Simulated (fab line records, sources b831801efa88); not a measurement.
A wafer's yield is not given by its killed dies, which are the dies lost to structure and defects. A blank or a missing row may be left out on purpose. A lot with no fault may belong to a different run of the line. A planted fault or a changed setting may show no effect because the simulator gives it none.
Matching of chambers / flow gf180mcu / 3 sister chambers for GF_MIM_CVD_05 on pecvd-02
The step deposits Si3N4, target thk 42 nm, time 29.086 s. 20 wafers are shown with their chamber, then 10 later ones without.

WAFERS PAIRED WITH THEIR CHAMBERS
wafer=L080.2; chamber=1; heater power w (W)=584
wafer=L080.3; chamber=2; heater power w (W)=653
wafer=L080.5; chamber=2; heater power w (W)=661
wafer=L082.1; chamber=1; heater power w (W)=645
wafer=L082.3; chamber=2; heater power w (W)=764
wafer=L082.5; chamber=2; heater power w (W)=758
wafer=L084.3; chamber=1; heater power w (W)=692
wafer=L084.5; chamber=0; heater power w (W)=424
wafer=L084.6; chamber=2; heater power w (W)=718
wafer=L085.1; chamber=2; heater power w (W)=619
wafer=L085.3; chamber=1; heater power w (W)=670
wafer=L085.4; chamber=1; heater power w (W)=678
wafer=L086.1; chamber=2; heater power w (W)=635
wafer=L086.2; chamber=1; heater power w (W)=674
wafer=L086.4; chamber=2; heater power w (W)=648
wafer=L090.1; chamber=2; heater power w (W)=767
wafer=L090.2; chamber=0; heater power w (W)=497
wafer=L090.3; chamber=1; heater power w (W)=651
wafer=L090.4; chamber=2; heater power w (W)=779
wafer=L090.5; chamber=0; heater power w (W)=496

SIGNATURES (means of the wafers above)
reading=heater power w; chamber 0=472.33; chamber 1=656.29; chamber 2=700.20; scatter within a chamber=52.5
Rule: for each reading, subtract the chamber's mean from the wafer's reading, divide by that reading's scatter and square the result; add these up over the readings and take the root, which gives the wafer's distance from the chamber. The wafer belongs to the nearest chamber; if the next one is less than 2 further off, it can't be placed. The scatter is the square root of a quotient: the sum, over the shown wafers, of each reading's squared deviation from its chamber's mean, divided by wafers minus chambers.

WAFERS WITHOUT THEIR CHAMBER
wafer=L090.6; heater power w (W)=667
wafer=L094.1; heater power w (W)=697
wafer=L094.2; heater power w (W)=713
wafer=L094.3; heater power w (W)=481
wafer=L094.4; heater power w (W)=705
wafer=L094.5; heater power w (W)=475
wafer=L094.6; heater power w (W)=677
wafer=L097.1; heater power w (W)=695
wafer=L097.3; heater power w (W)=671
wafer=L097.4; heater power w (W)=666

WHICH CHAMBER EACH WENT THROUGH
wafer=L090.6; from the rows above=can't be placed: 1 or 2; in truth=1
wafer=L094.1; from the rows above=can't be placed: 2 or 1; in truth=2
wafer=L094.2; from the rows above=can't be placed: 2 or 1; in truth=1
wafer=L094.3; from the rows above=0; in truth=0
wafer=L094.4; from the rows above=can't be placed: 2 or 1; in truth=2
wafer=L094.5; from the rows above=0; in truth=0
wafer=L094.6; from the rows above=can't be placed: 1 or 2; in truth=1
wafer=L097.1; from the rows above=can't be placed: 2 or 1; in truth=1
wafer=L097.3; from the rows above=can't be placed: 1 or 2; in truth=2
wafer=L097.4; from the rows above=can't be placed: 1 or 2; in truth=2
Correctly placed: 2 of 10. From these rows, 8 cannot be placed; in 8 the true chamber is one of the candidates. 0 placed wrongly.
